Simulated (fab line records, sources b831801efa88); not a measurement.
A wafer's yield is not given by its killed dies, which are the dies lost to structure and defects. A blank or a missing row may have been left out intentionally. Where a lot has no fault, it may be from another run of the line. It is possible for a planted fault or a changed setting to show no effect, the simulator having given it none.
Comparing a struck lot with a sound one	flow gf180mcu	20 steps out of a route of 602
Sound: wafers L908.3, L908.4, L908.6. Struck: wafer L911.2 (left out: L911.3, L911.4 of the same lot, which were not struck); the cause appears at the end.
For every step that has rows: the tool of each side, followed by ch and its chambers, followed by its first start. Under that, the readings that differ: sound wafers	struck wafers	difference of the means	sigmas: that difference in standard deviations of wafers without a fault.
alike: readings with means less than 2 such deviations apart, plus words and numbers identical on both sides. not compared: withheld readings, readings lacking a value on some wafer, bounds such as >300 that could conceal the same value, and numbers that have no deviation in the record and whose values overlap.
Wherever a step has rows on one side only, a row that says differs or no value, or a row with sigmas, the two part there. Numbers that don't overlap but have no deviation are shown without sigmas and don't part them. A reading that every wafer of one side lacks parts them only if that side has two wafers or more.

GF_PSD_STRIP_10: strips in O2/N2.
  sound on plasma-asher-03 ch 0,1, day 15 00:05; struck on plasma-asher-04 ch 1, day 16 00:04
reading	sound	struck	difference	sigmas
drypump-motor-current-A (A)	6.0 5.8 6.0	4.9	-1.0	-2
rf-hours-counter-h (h)	- - -	26	no value on the sound wafers	
  alike: chamber-pressure-mTorr, heater-power-w, o2-flow-sccm, oes-product-au, strip-time-to-endpoint-s
GF_PSD_TW_MEAS_11:
  struck on film-metro-02, day 16 00:10; sound on film-metro-02, day 15 00:11
  alike: PSD_TW
then, 1 step without rows for these wafers: GF_PSD_CLEAN_12 (cleans in SC1/SC2, time 150 s).
GF_PSD_RTA_13: time 20 s.
  sound on rtp-anneal-01 ch 0, day 15 00:18; struck on rtp-anneal-01 ch 0, day 16 00:17
  alike: chamber-o2-ppm, lamp-power-pct, wafer_temp_C_max
GF_PSD_RS_MEAS_14: measures by four-point-probe.
  struck on film-metro-04, day 16 00:22; sound on film-metro-04, day 15 00:23
  alike: NSD_RS
GF_PSD_RS_MEAS_15: measures by four-point-probe.
  struck on film-metro-04, day 16 00:29; sound on film-metro-04, day 15 00:31
  alike: PSD_RS
GF_SAB_CVD_00: deposits SiO2 from TEOS, target thk 50 nm, time 4.9302 s.
  sound on pecvd-02 ch 1,2, day 15 00:35; struck on pecvd-04 ch 0, day 16 00:35
  alike: heater-power-w, susceptor-temp-C
GF_SAB_THK_MEAS_01:
  struck on film-metro-01, day 16 00:37; sound on film-metro-01, day 15 00:38
  alike: SAB_CVD_00_THK
then, 4 steps without rows for these wafers: GF_SAB_DEHYDRATE_02 (time 60 s); GF_SAB_HMDS_03 (prime time 60 s); GF_SAB_COAT_04 (resist thk 1000 nm); GF_SAB_SOFTBAKE_05 (time 60 s).
GF_SAB_EXPOSE_06: exposes mask SAB, target cd 420 nm.
  sound on iline-stepper-02 ch 0, day 15 11:19; struck on iline-stepper-01 ch 0, day 16 11:49
  alike: mask
then, 2 steps without rows for these wafers: GF_SAB_PEB_07; GF_SAB_DEVELOP_08 (develop time 60 s).
GF_SAB_CD_MEAS_09: the cd target is 420 nm.
  struck on cd-sem-02, day 16 22:31; sound on cd-sem-01, day 15 22:12
reading	sound	struck	difference	sigmas
cd-nm (nm)	419.3 419.0 419.0	359.8	-59.3	-28
GF_SAB_OVL_MEAS_10:
  struck on overlay-01, day 16 22:38; sound on overlay-02, day 15 22:17
  alike: SAB_OVL
GF_SAB_ETCH_11: etches SiO2 in C4F8/O2/Ar, target depth 55 nm, time 8.5 s.
  sound on rie-diel-04 ch 0,2,3, day 15 22:19; struck on rie-diel-04 ch 2, day 16 22:40
reading	sound	struck	difference	sigmas
chamber-pressure-mTorr (mTorr)	40.06 39.99 39.99	39.91	-0.10	-3
model.SAB.cd-nm (nm)	420.4 419.3 418.1	359.4	-59.9	
  alike: oes-product-au
  not compared: rf-hours-counter-h
then, 1 step without rows for these wafers: GF_SAB_WET_ETCH_12 (etches SiO2 in dHF, target depth 22 nm, time 440 s).
-- the record jumps here: 14 days lie between the struck wafers' starts before and after (it left off in module SAB and takes up again in module PASSIVATION, whose first step shown is number 602 of the route) --
GF_PASSIVATION_PROBE_99:
  struck on prober-01, day 30 11:29; sound on prober-02, day 29 18:26
reading	sound	struck	difference	sigmas
model.etest.ppoly-u.length-nm (nm)	1001 1001 998.7	944.6	-55.6	

WHERE THEY PART
Last at GF_SAB_ETCH_11 as far as this record goes, first at GF_PSD_STRIP_10.

WHY: whatever the simulator had introduced
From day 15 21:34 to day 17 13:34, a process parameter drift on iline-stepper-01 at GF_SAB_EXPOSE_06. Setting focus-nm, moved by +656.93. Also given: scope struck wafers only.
